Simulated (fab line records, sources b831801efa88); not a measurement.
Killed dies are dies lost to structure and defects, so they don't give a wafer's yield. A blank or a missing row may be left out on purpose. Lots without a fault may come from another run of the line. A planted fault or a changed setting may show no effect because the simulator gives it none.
Problem report in the 8D (eight disciplines) form, filled by code | flow sky130 | the parts of the form that need people (team, actions taken, sign-off) are left out

1. THE PROBLEM
strip_time_to_endpoint_s at SKY_METAL2_STRIP_20 reads a mean of 3.35 s on 1 wafer of 1 lot; wafers without a fault read 2.70 s with a standard deviation of 0.048. That is +14 standard deviations from the usual mean.
The step: strips in O2/N2.
First seen on wafer L138.3, day 37 15:53, on plasma_asher-01. The record holds 39 wafers of 13 lots with a number at this step. Rule for "out", or "out of limits": more than 4 standard deviations from the usual mean. The other wafers with a number count as sound.

2. WHAT IT IS AND WHAT IT IS NOT
question                    | is                                       | is not
which readings at this step | strip_time_to_endpoint_s, oes_product_au | drypump_motor_current_A
which lots                  | L138                                     | L132, L133, L135, L137, L139, L140, L146, L148, L149, L152, L153, L154
which wafers of those lots  | L138.3                                   | L138.4, L138.6
read on which tools         | plasma_asher-01                          | plasma_asher-03, plasma_asher-04
when                        | from day 37 15:53                        | up to then (14 sound wafers); but 24 sound wafers of L139, L140, L146, L148, L149, L152, L153, L154 came after

3. SUSPECTS, AND WHAT RULES EACH OUT
Counting: a tool at a process step up to the reading stays a suspect if it ran every lot that is out. Sound lots after the first of them don't rule it out here, since some wafers of a struck lot are sound.
- rie_metal-04 at SKY_METAL2_DESCUM_17 (chemistry O2, time 8 s): kept. It ran the lot that is out, L138 (day 37 15:41); its last sound lot up to then is L135 (day 36 16:02).
- rie_metal-04 at SKY_METAL2_METAL_ETCH_19 (etches the open film in Cl2/BCl3, stops on SiO2, target depth 360 nm, time 78 s): kept. It ran the lot that is out, L138 (day 37 15:47); its last sound lot up to then is L135 (day 36 16:07).
- plasma_asher-01 at SKY_METAL2_STRIP_20 (strips in O2/N2): kept. It ran the lot that is out, L138 (day 37 15:53); its last sound lot up to then is L135 (day 36 16:13). Its own readings are out on those wafers: oes_product_au, strip_time_to_endpoint_s.
Left after counting: rie_metal-04 at SKY_METAL2_DESCUM_17, rie_metal-04 at SKY_METAL2_METAL_ETCH_19, plasma_asher-01 at SKY_METAL2_STRIP_20.

4. THE CAUSE (what the simulator had put in)
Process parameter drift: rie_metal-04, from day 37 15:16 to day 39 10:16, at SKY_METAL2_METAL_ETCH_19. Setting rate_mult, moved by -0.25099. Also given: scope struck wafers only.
Counting left 3 suspects, and this tool is among them.

5. THE CHAIN OF EFFECTS, in route order
Each row: a reading whose mean over the struck wafers that have a number lies more than 3 standard deviations from the usual. Only readings for which the record gives a usual standard deviation are gone through. hours: the time from each lot's start at the first step in this table that gives one to its start at this step, as a median over the lots. sigmas: the change in usual standard deviations.
hours | step                | reading                  | usual      | on struck wafers | change | sigmas
0     | SKY_METAL2_STRIP_20 | oes_product_au           | 0.343 a.u. | 0.369            | +0.026 | +5.0
0     | SKY_METAL2_STRIP_20 | strip_time_to_endpoint_s | 2.70 s     | 3.35             | +0.65  | +14
The process steps in it:
- SKY_METAL2_STRIP_20: strips in O2/N2.

6. WHAT WOULD HAVE CAUGHT IT SOONER
In this record the first reading out of limits was taken at day 37 15:53, 1 hour after the fault began at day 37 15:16.
Of the tool readings at SKY_METAL2_METAL_ETCH_19 for which the record gives a usual standard deviation, none was out on any struck wafer, so an alarm limit of 4 standard deviations on them would not have fired.
All the lots that are out (1) had begun SKY_METAL2_METAL_ETCH_19 on rie_metal-04 by day 37 15:53. A hold on the tool at that time would have spared none of them.
